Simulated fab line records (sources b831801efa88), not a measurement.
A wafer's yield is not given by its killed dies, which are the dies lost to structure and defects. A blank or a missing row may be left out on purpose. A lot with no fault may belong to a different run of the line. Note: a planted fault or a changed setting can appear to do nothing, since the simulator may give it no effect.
Which tool is to blame? ; flow gf180mcu ; 6 lots, 18 wafers sampled, at 1 step of a route of 602

WHAT THE GAUGES READ, wafer by wafer
GF_NSD_TW_MEAS_12.
lot;measured;on;NSD_TW
L390;day 14 01:25;film metro-03;4290 4277 4278
L394;day 15 09:07;film metro-02;4208 4231 4225
L398;day 16 09:20;film metro-03;4257 4260 4244
L400;day 17 07:58;film metro-04;4284 4305 4290
L410;day 20 07:58;film metro-04;4315 4286 4284
L412;day 21 05:02;film metro-02;4210 4205 4206

EACH LOT AND THE TOOL THAT RAN IT (in order: tool; ch and the chambers of the sampled wafers; start)
The record shows no process step preceding these readings.

THE ANSWER, worked out from the rows above alone
Rule: usual is defined by the lots themselves. The widest of any qualifying gaps counts: lots, ordered by their means at a reading, are off when they make up no more than a third of the lots, leave a main group of 4 or more, and stand apart from it by 3 or more times the standard deviation of that group's means. A main group is skipped when, at the precision printed for the reading in the tables above, its means are all equal. Also off: a lot with no number at a reading for which 4 or more lots have one. All remaining lots with rows at the step are treated as sound.
None of the lots is off at any reading shown; this tells nothing.

WHAT THE SIMULATOR HAD PUT IN
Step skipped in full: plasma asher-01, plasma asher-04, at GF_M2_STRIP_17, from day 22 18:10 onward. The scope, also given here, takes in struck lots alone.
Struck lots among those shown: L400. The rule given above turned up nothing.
